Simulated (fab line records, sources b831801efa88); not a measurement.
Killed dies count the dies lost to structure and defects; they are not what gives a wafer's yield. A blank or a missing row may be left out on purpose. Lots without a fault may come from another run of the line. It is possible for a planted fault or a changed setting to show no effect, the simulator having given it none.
fab line records :: flow sky130
record
  lots=5
  wafers=15
  last_day=50
route steps=708 shown PWDE@48 NWELL@56
lots with no fault: from the same line, run without faults
start_h: hours from the record's opening day to when the first of the lot's shown wafers began :: wait_h: how many hours have passed since the lot's step before this one :: " repeats the value in the row above :: L1.1+2: a row that stands for several wafers :: - either no value or no given start :: * or withheld: withheld :: < > ~ a bound
route shown NAME@n: names a module that has steps shown in the file, with the first one's number in the route :: usual: mean/standard deviation of fault-free wafers :: same: alike in all rows :: chamber/n: place in a boat :: sites: per-site readings :: _std_site: their standard deviation :: _edge_site: inner sites' mean taken away from outer sites' mean :: radius_mm: how far each site lies from the wafer's centre :: mask NAME#n: copy n :: behind: tool/chamber where the wafer was last shaped :: hold: what put the lot on hold/how long, in hours/how the hold closed :: device: which transistor (n, p or np) failed to switch :: end of line: the route-end tests of the same wafers :: a step with no rows: only its recipe :: killed: at the first sort, the dies lost to defects and structure; wafer yield is something else :: map: dies across one wafer; x = killed, . = not, _ = none there
set.NAME: the run value of the setting; set.NAME@STEP: its run value at that earlier step :: model.NAME: the simulator's own value behind a step, which no gauge read
lots seen at some steps along the route; tables by step, rows by wafer
services: from which hour (start_h, from the record's first day; less than 0 if before it) a tool's chamber was out of use, for how many hours, and why
## steps
# step SKY_PWDE_SOFTBAKE_03
# recipe
  temp_c=110
  time_s=withheld
# step SKY_PWDE_EXPOSE_04
# recipe
  mask_id=PWDEM
  na=0.6
  source_shape=conventional
  sigma_outer=0.6
  polarization=unpolarized
  target_cd_nm=840
  dose_mj=214
# step SKY_PWDE_PEB_05
# recipe
  temp_c=115
  time_s=withheld
# step SKY_PWDE_DEVELOP_06
# recipe
  wall_angle_deg=90
  developer=TMAH
  develop_time_s=60
  dev_temp_c=23
# step SKY_PWDE_OVL_MEAS_07
# usual
  PWDE_OVL=-0.1/1.2
lot.wafer: L878.1
tool: overlay-01
chamber: -
start_h: 77.60
wait_h: -
PWDE_OVL[nm]: -0.6

lot.wafer: L878.2
tool: overlay-01
chamber: -
start_h: 77.60
wait_h: -
PWDE_OVL[nm]: -1.8

lot.wafer: L878.5
tool: overlay-01
chamber: -
start_h: 77.60
wait_h: -
PWDE_OVL[nm]: -0.6

lot.wafer: L886.1
tool: overlay-02
chamber: -
start_h: 121.75
wait_h: -
PWDE_OVL[nm]: -0.6

lot.wafer: L886.4
tool: overlay-02
chamber: -
start_h: 121.75
wait_h: -
PWDE_OVL[nm]: -2.4

lot.wafer: L886.6
tool: overlay-02
chamber: -
start_h: 121.75
wait_h: -
PWDE_OVL[nm]: -0.4

lot.wafer: L889.3
tool: overlay-02
chamber: -
start_h: 139.57
wait_h: -
PWDE_OVL[nm]: 0.4

lot.wafer: L889.4
tool: overlay-02
chamber: -
start_h: 139.57
wait_h: -
PWDE_OVL[nm]: -0.4

lot.wafer: L889.6
tool: overlay-02
chamber: -
start_h: 139.57
wait_h: -
PWDE_OVL[nm]: -1.8

lot.wafer: L891.2
tool: overlay-01
chamber: -
start_h: 151.11
wait_h: -
PWDE_OVL[nm]: 0.2

lot.wafer: L891.4
tool: overlay-01
chamber: -
start_h: 151.11
wait_h: -
PWDE_OVL[nm]: 1.5

lot.wafer: L891.6
tool: overlay-01
chamber: -
start_h: 151.11
wait_h: -
PWDE_OVL[nm]: 0.8

lot.wafer: L898.1
tool: overlay-02
chamber: -
start_h: 193.55
wait_h: -
PWDE_OVL[nm]: -0.5

lot.wafer: L898.2
tool: overlay-02
chamber: -
start_h: 193.55
wait_h: -
PWDE_OVL[nm]: -0.2

lot.wafer: L898.3
tool: overlay-02
chamber: -
start_h: 193.55
wait_h: -
PWDE_OVL[nm]: -1.3
# step SKY_PWDE_IMPLANT_08
# recipe
  species=B
  energy_kev=150
  dose_cm2=3.6e+12
  tilt_deg=withheld
# step SKY_PWDE_STRIP_09
# recipe
  chemistry=O2/N2
  power_w=1400
  pressure_mtorr=1500
  platen_temp_c=withheld
  o2_flow_sccm=3000
  n2_flow_sccm=300
  overash_fraction=0.5
# usual
  chamber_pressure_mTorr=1500.0/1.3
  drypump_motor_current_A=5.7/0.35
  oes_product_au=0.722/0.0047
  strip_time_to_endpoint_s=36.89/0.11
lot.wafer: L878.1
tool: plasma_asher-02
chamber: 0
start_h: 77.79
wait_h: 0.1
chamber_pressure_mTorr: 1501.4
drypump_motor_current_A: 5.1
oes_product_au: 0.717
rf_hours_counter_h: 36
strip_time_to_endpoint_s: 36.69

lot.wafer: L878.2
tool: plasma_asher-02
chamber: 1
start_h: 77.79
wait_h: 0.1
chamber_pressure_mTorr: 1500.6
drypump_motor_current_A: 6.2
oes_product_au: 0.717
rf_hours_counter_h: 36
strip_time_to_endpoint_s: 36.73

lot.wafer: L878.5
tool: plasma_asher-02
chamber: 0
start_h: 77.79
wait_h: 0.1
chamber_pressure_mTorr: 1500.4
drypump_motor_current_A: 5.1
oes_product_au: 0.728
rf_hours_counter_h: -
strip_time_to_endpoint_s: 36.64

lot.wafer: L886.1
tool: plasma_asher-04
chamber: 0
start_h: 121.94
wait_h: 0.1
chamber_pressure_mTorr: 1498.1
drypump_motor_current_A: 5.7
oes_product_au: 0.727
rf_hours_counter_h: 47
strip_time_to_endpoint_s: 36.77

lot.wafer: L886.4
tool: plasma_asher-04
chamber: 1
start_h: 121.94
wait_h: 0.1
chamber_pressure_mTorr: 1500.6
drypump_motor_current_A: 6.0
oes_product_au: 0.722
rf_hours_counter_h: -
strip_time_to_endpoint_s: 36.83

lot.wafer: L886.6
tool: plasma_asher-04
chamber: 1
start_h: 121.94
wait_h: 0.1
chamber_pressure_mTorr: 1502.5
drypump_motor_current_A: 6.0
oes_product_au: 0.727
rf_hours_counter_h: -
strip_time_to_endpoint_s: 36.71

lot.wafer: L889.3
tool: plasma_asher-04
chamber: 0
start_h: 139.77
wait_h: 0.1
chamber_pressure_mTorr: 1501.0
drypump_motor_current_A: 5.8
oes_product_au: 0.718
rf_hours_counter_h: -
strip_time_to_endpoint_s: 36.78

lot.wafer: L889.4
tool: plasma_asher-04
chamber: 1
start_h: 139.77
wait_h: 0.1
chamber_pressure_mTorr: 1502.4
drypump_motor_current_A: 6.0
oes_product_au: 0.732
rf_hours_counter_h: -
strip_time_to_endpoint_s: 36.85

lot.wafer: L889.6
tool: plasma_asher-04
chamber: 1
start_h: 139.77
wait_h: 0.1
chamber_pressure_mTorr: 1497.4
drypump_motor_current_A: 6.0
oes_product_au: 0.726
rf_hours_counter_h: -
strip_time_to_endpoint_s: 36.81

lot.wafer: L891.2
tool: plasma_asher-02
chamber: 0
start_h: 151.29
wait_h: 0.1
chamber_pressure_mTorr: 1498.3
drypump_motor_current_A: 5.1
oes_product_au: 0.726
rf_hours_counter_h: 3
strip_time_to_endpoint_s: 36.83

lot.wafer: L891.4
tool: plasma_asher-02
chamber: 0
start_h: 151.29
wait_h: 0.1
chamber_pressure_mTorr: 1499.7
drypump_motor_current_A: 5.1
oes_product_au: 0.723
rf_hours_counter_h: -
strip_time_to_endpoint_s: 36.80

lot.wafer: L891.6
tool: plasma_asher-02
chamber: 1
start_h: 151.29
wait_h: 0.1
chamber_pressure_mTorr: 1500.9
drypump_motor_current_A: 6.2
oes_product_au: 0.724
rf_hours_counter_h: -
strip_time_to_endpoint_s: 36.92

lot.wafer: L898.1
tool: plasma_asher-02
chamber: 1
start_h: 193.74
wait_h: 0.1
chamber_pressure_mTorr: 1500.5
drypump_motor_current_A: 6.2
oes_product_au: 0.714
rf_hours_counter_h: 9
strip_time_to_endpoint_s: 36.95

lot.wafer: L898.2
tool: plasma_asher-02
chamber: 0
start_h: 193.74
wait_h: 0.1
chamber_pressure_mTorr: 1501.0
drypump_motor_current_A: 5.1
oes_product_au: 0.727
rf_hours_counter_h: 9
strip_time_to_endpoint_s: 36.95

lot.wafer: L898.3
tool: plasma_asher-02
chamber: 0
start_h: 193.74
wait_h: 0.1
chamber_pressure_mTorr: 1500.4
drypump_motor_current_A: 5.2
oes_product_au: 0.726
rf_hours_counter_h: -
strip_time_to_endpoint_s: 36.99
# step SKY_PWDE_TW_MEAS_10
# usual
  PWDE_TW=374/4.5
lot.wafer: L878.1
tool: film_metro-01
chamber: -
start_h: 77.89
wait_h: 0.1
PWDE_TW: 374

lot.wafer: L878.2
tool: film_metro-01
chamber: -
start_h: 77.89
wait_h: 0.1
PWDE_TW: 372

lot.wafer: L878.5
tool: film_metro-01
chamber: -
start_h: 77.89
wait_h: 0.1
PWDE_TW: 374

lot.wafer: L886.1
tool: film_metro-03
chamber: -
start_h: 122.04
wait_h: 0.1
PWDE_TW: 385

lot.wafer: L886.4
tool: film_metro-03
chamber: -
start_h: 122.04
wait_h: 0.1
PWDE_TW: 385

lot.wafer: L886.6
tool: film_metro-03
chamber: -
start_h: 122.04
wait_h: 0.1
PWDE_TW: 385

lot.wafer: L889.3
tool: film_metro-03
chamber: -
start_h: 139.86
wait_h: 0.1
PWDE_TW: 382

lot.wafer: L889.4
tool: film_metro-03
chamber: -
start_h: 139.86
wait_h: 0.1
PWDE_TW: 381

lot.wafer: L889.6
tool: film_metro-03
chamber: -
start_h: 139.86
wait_h: 0.1
PWDE_TW: 384

lot.wafer: L891.2
tool: film_metro-01
chamber: -
start_h: 151.40
wait_h: 0.1
PWDE_TW: 372

lot.wafer: L891.4
tool: film_metro-01
chamber: -
start_h: 151.40
wait_h: 0.1
PWDE_TW: 374

lot.wafer: L891.6
tool: film_metro-01
chamber: -
start_h: 151.40
wait_h: 0.1
PWDE_TW: 372

lot.wafer: L898.1
tool: film_metro-01
chamber: -
start_h: 193.84
wait_h: 0.1
PWDE_TW: 372

lot.wafer: L898.2
tool: film_metro-01
chamber: -
start_h: 193.84
wait_h: 0.1
PWDE_TW: 373

lot.wafer: L898.3
tool: film_metro-01
chamber: -
start_h: 193.84
wait_h: 0.1
PWDE_TW: 373
# step SKY_NWELL_DEHYDRATE_03
# recipe
  temp_c=200
  time_s=60
# step SKY_NWELL_HMDS_04
# recipe
  prime_time_s=60
  prime_temp_c=120
# step SKY_NWELL_COAT_05
# recipe
  spin_rpm=2000
  resist_thk_nm=3000
# step SKY_NWELL_SOFTBAKE_06
# recipe
  temp_c=110
  time_s=withheld
# step SKY_NWELL_EXPOSE_07
# recipe
  mask_id=NWM
  na=0.6
  source_shape=conventional
  sigma_outer=0.6
  polarization=unpolarized
  target_cd_nm=840
  dose_mj=255
# usual
  focus_offset_nm=0.0/0.54
# same
  sigma_outer=0.6
lot.wafer: L878.1
tool: iline_stepper-02
chamber: 0
start_h: 86.69
wait_h: -
mask: NWM#0
focus_offset_nm: 0.3

lot.wafer: L878.2
tool: iline_stepper-02
chamber: 0
start_h: 86.69
wait_h: -
mask: NWM#0
focus_offset_nm: 0.8

lot.wafer: L878.5
tool: iline_stepper-02
chamber: 0
start_h: 86.69
wait_h: -
mask: NWM#0
focus_offset_nm: 0.8

lot.wafer: L886.1
tool: iline_stepper-01
chamber: 0
start_h: 130.87
wait_h: -
mask: NWM#0
focus_offset_nm: -0.2

lot.wafer: L886.4
tool: iline_stepper-01
chamber: 0
start_h: 130.87
wait_h: -
mask: NWM#0
focus_offset_nm: -0.5

lot.wafer: L886.6
tool: iline_stepper-01
chamber: 0
start_h: 130.87
wait_h: -
mask: NWM#0
focus_offset_nm: 1.1

lot.wafer: L889.3
tool: iline_stepper-02
chamber: 0
start_h: 149.21
wait_h: -
mask: HVTPM#0
focus_offset_nm: -0.3

lot.wafer: L889.4
tool: iline_stepper-02
chamber: 0
start_h: 149.21
wait_h: -
mask: HVTPM#0
focus_offset_nm: 0.1

lot.wafer: L889.6
tool: iline_stepper-02
chamber: 0
start_h: 149.21
wait_h: -
mask: HVTPM#0
focus_offset_nm: -0.8

lot.wafer: L891.2
tool: iline_stepper-01
chamber: 0
start_h: 161.06
wait_h: -
mask: NWM#0
focus_offset_nm: -0.8

lot.wafer: L891.4
tool: iline_stepper-01
chamber: 0
start_h: 161.06
wait_h: -
mask: NWM#0
focus_offset_nm: 0.0

lot.wafer: L891.6
tool: iline_stepper-01
chamber: 0
start_h: 161.06
wait_h: -
mask: NWM#0
focus_offset_nm: 0.4

lot.wafer: L898.1
tool: iline_stepper-02
chamber: 0
start_h: 205.41
wait_h: -
mask: NWM#0
focus_offset_nm: 0.0

lot.wafer: L898.2
tool: iline_stepper-02
chamber: 0
start_h: 205.41
wait_h: -
mask: NWM#0
focus_offset_nm: 0.5

lot.wafer: L898.3
tool: iline_stepper-02
chamber: 0
start_h: 205.41
wait_h: -
mask: NWM#0
focus_offset_nm: 0.1
# step SKY_NWELL_PEB_08
# recipe
  temp_c=115
  time_s=withheld
# step SKY_NWELL_DEVELOP_09
# recipe
  wall_angle_deg=90
  developer=TMAH
  develop_time_s=60
  dev_temp_c=23
# step SKY_NWELL_OVL_MEAS_10
# usual
  NWELL_00_OVL=-1.0/1.4
lot.wafer: L878.1
tool: overlay-02
chamber: -
start_h: 95.36
wait_h: -
NWELL_00_OVL[nm]: -0.4

lot.wafer: L878.2
tool: overlay-02
chamber: -
start_h: 95.36
wait_h: -
NWELL_00_OVL[nm]: -1.8

lot.wafer: L878.5
tool: overlay-02
chamber: -
start_h: 95.36
wait_h: -
NWELL_00_OVL[nm]: 0.1

lot.wafer: L886.1
tool: overlay-01
chamber: -
start_h: 139.82
wait_h: -
NWELL_00_OVL[nm]: -1.2

lot.wafer: L886.4
tool: overlay-01
chamber: -
start_h: 139.82
wait_h: -
NWELL_00_OVL[nm]: -2.9

lot.wafer: L886.6
tool: overlay-01
chamber: -
start_h: 139.82
wait_h: -
NWELL_00_OVL[nm]: -2.8

lot.wafer: L889.3
tool: overlay-02
chamber: -
start_h: 159.93
wait_h: -
NWELL_00_OVL[nm]: -

lot.wafer: L889.4
tool: overlay-02
chamber: -
start_h: 159.93
wait_h: -
NWELL_00_OVL[nm]: -

lot.wafer: L889.6
tool: overlay-02
chamber: -
start_h: 159.93
wait_h: -
NWELL_00_OVL[nm]: -

lot.wafer: L891.2
tool: overlay-01
chamber: -
start_h: 170.92
wait_h: -
NWELL_00_OVL[nm]: 0.5

lot.wafer: L891.4
tool: overlay-01
chamber: -
start_h: 170.92
wait_h: -
NWELL_00_OVL[nm]: -0.7

lot.wafer: L891.6
tool: overlay-01
chamber: -
start_h: 170.92
wait_h: -
NWELL_00_OVL[nm]: -1.4

lot.wafer: L898.1
tool: overlay-02
chamber: -
start_h: 215.51
wait_h: -
NWELL_00_OVL[nm]: -3.4

lot.wafer: L898.2
tool: overlay-02
chamber: -
start_h: 215.51
wait_h: -
NWELL_00_OVL[nm]: -1.1

lot.wafer: L898.3
tool: overlay-02
chamber: -
start_h: 215.51
wait_h: -
NWELL_00_OVL[nm]: -2.2
# step SKY_NWELL_IMPLANT_11
# recipe
  species=P
  energy_kev=400
  dose_cm2=1.9e+13
  tilt_deg=withheld
# step SKY_NWELL_IMPLANT_12
# recipe
  species=P
  energy_kev=120
  dose_cm2=1.3e+12
  tilt_deg=withheld
# step SKY_NWELL_IMPLANT_13
# recipe
  species=P
  energy_kev=50
  dose_cm2=7e+11
  tilt_deg=withheld
# step SKY_NWELL_STRIP_14
# recipe
  chemistry=O2/N2
  power_w=1400
  pressure_mtorr=1500
  platen_temp_c=withheld
  o2_flow_sccm=3000
  n2_flow_sccm=300
  overash_fraction=0.5
# usual
  chamber_pressure_mTorr=1500.0/1.2
  drypump_motor_current_A=5.7/0.45
  oes_product_au=0.722/0.0044
  strip_time_to_endpoint_s=36.90/0.1
lot.wafer: L878.1
tool: plasma_asher-03
chamber: 0
start_h: 95.85
wait_h: 0.1
chamber_pressure_mTorr: 1499.1
drypump_motor_current_A: 6.2
oes_product_au: 0.726
rf_hours_counter_h: 27
strip_time_to_endpoint_s: 36.70

lot.wafer: L878.2
tool: plasma_asher-03
chamber: 1
start_h: 95.85
wait_h: 0.1
chamber_pressure_mTorr: 1501.3
drypump_motor_current_A: 6.2
oes_product_au: 0.711
rf_hours_counter_h: 27
strip_time_to_endpoint_s: 36.75

lot.wafer: L878.5
tool: plasma_asher-03
chamber: 0
start_h: 95.85
wait_h: 0.1
chamber_pressure_mTorr: 1500.7
drypump_motor_current_A: 6.2
oes_product_au: 0.723
rf_hours_counter_h: -
strip_time_to_endpoint_s: 36.71

lot.wafer: L886.1
tool: plasma_asher-03
chamber: 1
start_h: 140.31
wait_h: 0.1
chamber_pressure_mTorr: 1499.4
drypump_motor_current_A: 6.2
oes_product_au: 0.725
rf_hours_counter_h: 32
strip_time_to_endpoint_s: 36.93

lot.wafer: L886.4
tool: plasma_asher-03
chamber: 0
start_h: 140.31
wait_h: 0.1
chamber_pressure_mTorr: 1501.0
drypump_motor_current_A: 6.2
oes_product_au: 0.725
rf_hours_counter_h: -
strip_time_to_endpoint_s: 36.92

lot.wafer: L886.6
tool: plasma_asher-03
chamber: 0
start_h: 140.31
wait_h: 0.1
chamber_pressure_mTorr: 1499.5
drypump_motor_current_A: 6.2
oes_product_au: 0.724
rf_hours_counter_h: -
strip_time_to_endpoint_s: 37.03

lot.wafer: L889.3
tool: plasma_asher-02
chamber: 1
start_h: 160.43
wait_h: 0.1
chamber_pressure_mTorr: 1499.7
drypump_motor_current_A: 6.2
oes_product_au: 0.721
rf_hours_counter_h: -
strip_time_to_endpoint_s: 36.86

lot.wafer: L889.4
tool: plasma_asher-02
chamber: 0
start_h: 160.43
wait_h: 0.1
chamber_pressure_mTorr: 1499.9
drypump_motor_current_A: 5.1
oes_product_au: 0.720
rf_hours_counter_h: -
strip_time_to_endpoint_s: 36.95

lot.wafer: L889.6
tool: plasma_asher-02
chamber: 0
start_h: 160.43
wait_h: 0.1
chamber_pressure_mTorr: 1502.1
drypump_motor_current_A: 5.1
oes_product_au: 0.718
rf_hours_counter_h: -
strip_time_to_endpoint_s: 36.79

lot.wafer: L891.2
tool: plasma_asher-01
chamber: 0
start_h: 171.40
wait_h: 0.1
chamber_pressure_mTorr: 1501.1
drypump_motor_current_A: 5.3
oes_product_au: 0.715
rf_hours_counter_h: 51
strip_time_to_endpoint_s: 37.01

lot.wafer: L891.4
tool: plasma_asher-01
chamber: 1
start_h: 171.40
wait_h: 0.1
chamber_pressure_mTorr: 1502.7
drypump_motor_current_A: 5.5
oes_product_au: 0.719
rf_hours_counter_h: -
strip_time_to_endpoint_s: 37.13

lot.wafer: L891.6
tool: plasma_asher-01
chamber: 1
start_h: 171.40
wait_h: 0.1
chamber_pressure_mTorr: 1498.4
drypump_motor_current_A: 5.5
oes_product_au: 0.720
rf_hours_counter_h: -
strip_time_to_endpoint_s: 37.10

lot.wafer: L898.1
tool: plasma_asher-02
chamber: 0
start_h: 216.00
wait_h: 0.1
chamber_pressure_mTorr: 1499.9
drypump_motor_current_A: 5.2
oes_product_au: 0.724
rf_hours_counter_h: 11
strip_time_to_endpoint_s: 36.93

lot.wafer: L898.2
tool: plasma_asher-02
chamber: 1
start_h: 216.00
wait_h: 0.1
chamber_pressure_mTorr: 1500.0
drypump_motor_current_A: 6.2
oes_product_au: 0.722
rf_hours_counter_h: 11
strip_time_to_endpoint_s: 36.94

lot.wafer: L898.3
tool: plasma_asher-02
chamber: 0
start_h: 216.00
wait_h: 0.1
chamber_pressure_mTorr: 1501.0
drypump_motor_current_A: 5.2
oes_product_au: 0.724
rf_hours_counter_h: -
strip_time_to_endpoint_s: 37.00
# step SKY_NWELL_TW_MEAS_15
# usual
  NWELL_TW=1818/22
lot.wafer: L878.1
tool: film_metro-04
chamber: -
start_h: 95.95
wait_h: 0.1
NWELL_TW: 1805

lot.wafer: L878.2
tool: film_metro-04
chamber: -
start_h: 95.95
wait_h: 0.1
NWELL_TW: 1806

lot.wafer: L878.5
tool: film_metro-04
chamber: -
start_h: 95.95
wait_h: 0.1
NWELL_TW: 1803

lot.wafer: L886.1
tool: film_metro-03
chamber: -
start_h: 140.41
wait_h: 0.1
NWELL_TW: 1866

lot.wafer: L886.4
tool: film_metro-03
chamber: -
start_h: 140.41
wait_h: 0.1
NWELL_TW: 1877

lot.wafer: L886.6
tool: film_metro-03
chamber: -
start_h: 140.41
wait_h: 0.1
NWELL_TW: 1863

lot.wafer: L889.3
tool: film_metro-04
chamber: -
start_h: 160.52
wait_h: 0.1
NWELL_TW: 30

lot.wafer: L889.4
tool: film_metro-04
chamber: -
start_h: 160.52
wait_h: 0.1
NWELL_TW: 30

lot.wafer: L889.6
tool: film_metro-04
chamber: -
start_h: 160.52
wait_h: 0.1
NWELL_TW: 30

lot.wafer: L891.2
tool: film_metro-04
chamber: -
start_h: 171.51
wait_h: 0.1
NWELL_TW: 1801

lot.wafer: L891.4
tool: film_metro-04
chamber: -
start_h: 171.51
wait_h: 0.1
NWELL_TW: 1806

lot.wafer: L891.6
tool: film_metro-04
chamber: -
start_h: 171.51
wait_h: 0.1
NWELL_TW: 1800

lot.wafer: L898.1
tool: film_metro-01
chamber: -
start_h: 216.10
wait_h: 0.1
NWELL_TW: 1815

lot.wafer: L898.2
tool: film_metro-01
chamber: -
start_h: 216.10
wait_h: 0.1
NWELL_TW: 1803

lot.wafer: L898.3
tool: film_metro-01
chamber: -
start_h: 216.10
wait_h: 0.1
NWELL_TW: 1811
# step SKY_NWELL_DEHYDRATE_16
# recipe
  temp_c=200
  time_s=60
## services
tool: plasma_asher-03
chamber: -
start_h: 58.66
hours: 2.6
kind: repair

tool: iline_stepper-01
chamber: -
start_h: 70.53
hours: 2.5
kind: repair

tool: plasma_asher-02
chamber: -
start_h: 108.75
hours: 9.0
kind: pm

tool: plasma_asher-02
chamber: 0
start_h: 108.75
hours: 9.0
kind: vent_cycle

tool: plasma_asher-02
chamber: 1
start_h: 108.75
hours: 9.0
kind: vent_cycle

tool: plasma_asher-04
chamber: -
start_h: 110.75
hours: 2.8
kind: pm

tool: plasma_asher-02
chamber: 0
start_h: 117.75
hours: -
kind: clean

tool: plasma_asher-02
chamber: 1
start_h: 117.75
hours: -
kind: clean

tool: iline_stepper-02
chamber: 0
start_h: 118.89
hours: -
kind: calibration

tool: plasma_asher-04
chamber: -
start_h: 120.80
hours: 1.0
kind: repair

tool: plasma_asher-03
chamber: -
start_h: 129.68
hours: 1.4
kind: repair

tool: iline_stepper-01
chamber: 0
start_h: 135.61
hours: -
kind: calibration

tool: plasma_asher-03
chamber: -
start_h: 149.88
hours: 24.6
kind: repair

tool: plasma_asher-04
chamber: -
start_h: 149.92
hours: 4.0
kind: repair

tool: iline_stepper-01
chamber: -
start_h: 150.04
hours: 5.7
kind: repair

tool: plasma_asher-04
chamber: -
start_h: 153.51
hours: 0.8
kind: repair

tool: iline_stepper-01
chamber: -
start_h: 162.54
hours: 1.7
kind: pm

tool: plasma_asher-01
chamber: -
start_h: 181.49
hours: 2.8
kind: pm

tool: plasma_asher-01
chamber: -
start_h: 205.48
hours: 0.9
kind: repair
## key
first_sign
  step=SKY_NWELL_EXPOSE_07
  reading=mask
  direction=changed
effect
  step=SKY_NWELL_OVL_MEAS_10
  reading=NWELL_00_OVL
  direction=missing
effect
  step=SKY_NWELL_TW_MEAS_15
  reading=NWELL_TW
  direction=down
  sigmas=81
  usual=1818
  struck=30
met_at SKY_NWELL_EXPOSE_07
struck_wafers L889.3,L889.4,L889.6
sort_left_out L889.3,L889.4,L889.6
tester_left_out L889
onset_between 86.69 149.21
fault
  kind=wrong_mask
  tool=any
  chamber=-
  onset_h=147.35
  steps=SKY_NWELL_EXPOSE_07
  aux_copy=HVTPM#0
  scope=struck_lots_only
# tester_left_out: of these lots the tester's yield and bins aren't shown, on N5 and GAA mostly nor the transistor test; their killed dies are dies lost to structure and defects alone, not to doping, threshold or leakage, so they don't give the yield
# sort_left_out: the simulated sort isn't trusted on such a fault, so these wafers' sort isn't shown, and their yield isn't known
